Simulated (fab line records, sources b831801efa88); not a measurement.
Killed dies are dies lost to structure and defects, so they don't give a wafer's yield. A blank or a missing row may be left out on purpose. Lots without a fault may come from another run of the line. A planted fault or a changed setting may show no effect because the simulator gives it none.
Split-lot experiment | flow sfq_line | 5 lots, 27 wafers read, on a route of 325 steps

THE SPLIT
At SFQ_TRILAYER_I6_VIA_BARC_OPEN_VIA_ETCH_235 (etches BARC in O2, target depth 125 nm, time 41.7 s), the setting time_s was moved away from the recipe's 41.7 s on 12 of the 27 wafers read, by -41.3% to +57.1%. The other wafers ran this setting at the recipe's value.

The reading is taken at the split's own step.

THE READING
KrF_of_TRILAYER_I6_VIA_LITHO_COAT_169.thk_nm (the simulator's own value, which no gauge read), in nm, at SFQ_TRILAYER_I6_VIA_BARC_OPEN_VIA_ETCH_235 (etches BARC in O2, target depth 125 nm, time 41.7 s). The file gives no usual value for it. The 15 wafers here that ran the recipe average 574.9 nm, standard deviation 2 nm.

wafer  | tool, chamber at the split | time_s as run, s | against the recipe | KrF_of_TRILAYER_I6_VIA_LITHO_COAT_169.thk_nm, nm | against lot-mates on the recipe
L079.1 | rie_diel-03, 1             | 41.7             | recipe             | 572.5                                            | -
L079.2 | rie_diel-03, 0             | 65.51            | +57.1%             | 543.8                                            | -29.6
L079.3 | rie_diel-03, 2             | 65.51            | +57.1%             | 545.6                                            | -27.8
L079.4 | rie_diel-03, 0             | 41.7             | recipe             | 572.3                                            | -
L079.5 | rie_diel-03, 1             | 65.51            | +57.1%             | 542.5                                            | -30.9
L079.6 | rie_diel-03, 2             | 41.7             | recipe             | 575.3                                            | -
L080.1 | rie_diel-03, 1             | 41.7             | recipe             | 575.8                                            | -
L080.2 | rie_diel-03, 3             | 41.7             | recipe             | 576.7                                            | -
L080.3 | rie_diel-03, 2             | 41.7             | recipe             | 578.7                                            | -
L081.1 | rie_diel-02, 3             | 24.47            | -41.3%             | 598.5                                            | +21.9
L081.2 | rie_diel-02, 2             | 24.47            | -41.3%             | 598.4                                            | +21.8
L081.3 | rie_diel-02, 0             | 41.7             | recipe             | 577.5                                            | -
L081.4 | rie_diel-02, 1             | 41.7             | recipe             | 575.9                                            | -
L081.5 | rie_diel-02, 2             | 41.7             | recipe             | 576.5                                            | -
L081.6 | rie_diel-02, 3             | 24.47            | -41.3%             | 596.8                                            | +20.2
L084.1 | rie_diel-03, 1             | 57.73            | +38.4%             | 553.7                                            | -19.6
L084.2 | rie_diel-03, 0             | 41.7             | recipe             | 572                                              | -
L084.3 | rie_diel-03, 2             | 57.73            | +38.4%             | 554.3                                            | -19.0
L084.4 | rie_diel-03, 2             | 41.7             | recipe             | 575.7                                            | -
L084.5 | rie_diel-03, 1             | 41.7             | recipe             | 572.2                                            | -
L084.6 | rie_diel-03, 0             | 57.73            | +38.4%             | 552.8                                            | -20.5
L085.1 | rie_diel-02, 1             | 41.7             | recipe             | 574.1                                            | -
L085.2 | rie_diel-02, 0             | 33.27            | -20.2%             | 583.6                                            | +9.4
L085.3 | rie_diel-02, 2             | 33.27            | -20.2%             | 585.9                                            | +11.7
L085.4 | rie_diel-02, 3             | 33.27            | -20.2%             | 585.2                                            | +11.0
L085.5 | rie_diel-02, 3             | 41.7             | recipe             | 573.2                                            | -
L085.6 | rie_diel-02, 0             | 41.7             | recipe             | 575.4                                            | -

THE FIT
A straight line over all 27 wafers: KrF_of_TRILAYER_I6_VIA_LITHO_COAT_169.thk_nm changes by -0.545 nm for each +1% of time_s; r = -0.99; the points scatter about the line by 1.7 nm.
The same after taking each lot's own level away (the mean of its wafers on the recipe; 27 wafers): -0.515 nm for each +1%; r = -1.00; scatter 1.2 nm.
On that fit, the largest move of time_s shifts the reading by 29 nm.
The lots' own levels span 573.30 to 577.07 nm, that is 1.9 times the standard deviation above.
So the lot-to-lot level changes the slope little: the two slopes agree.
Check: with one of the wafers moved furthest among these (+57.1%) left out of the fit, the line predicts -29.3 nm for it against its lot-mates. It came out at -29.6 nm against them.
Tool readings at the split's step, against how far the setting was moved: oes_product_au r = -0.82.

OTHER SPLITS ON THESE WAFERS
These wafers also went through other splits before the reading. Each is held against what the fit with the lots' levels taken away leaves over:
other split on the same wafers             | wafers away from the commonest value | r with KrF_of_TRILAYER_I6_VIA_LITHO_COAT_169.thk_nm (lot level and that fit taken away)
SFQ_TRILAYER_A5C_DEP_PECVD_142 time_s      | 6                                    | +0.09
SFQ_TRILAYER_M6_ETCH_METAL_ETCH_162 time_s | 9                                    | -0.37

THE WHOLE CHAIN: every reading that the file lists as answering this split, in the file's order
step                                       | what it does                                        | reading                                                                                       | change (the file's fit)                                                              | r (the file's)
SFQ_TRILAYER_I6_VIA_BARC_OPEN_VIA_ETCH_235 | etches BARC in O2, target depth 125 nm, time 41.7 s | oes_product_au                                                                                | not straight: 0.906 at the lowest setting, 0.683 at the recipe, 0.637 at the highest | not given
SFQ_TRILAYER_I6_VIA_BARC_OPEN_VIA_ETCH_235 | etches BARC in O2, target depth 125 nm, time 41.7 s | KrF_of_TRILAYER_I6_VIA_LITHO_COAT_169.thk_nm (the simulator's own value, which no gauge read) | -0.516 nm for each +1% of the setting                                                | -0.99

THE FILE'S OWN FIT
KrF_of_TRILAYER_I6_VIA_LITHO_COAT_169.thk_nm changes by -0.516 nm for each +1% of time_s, r = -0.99.
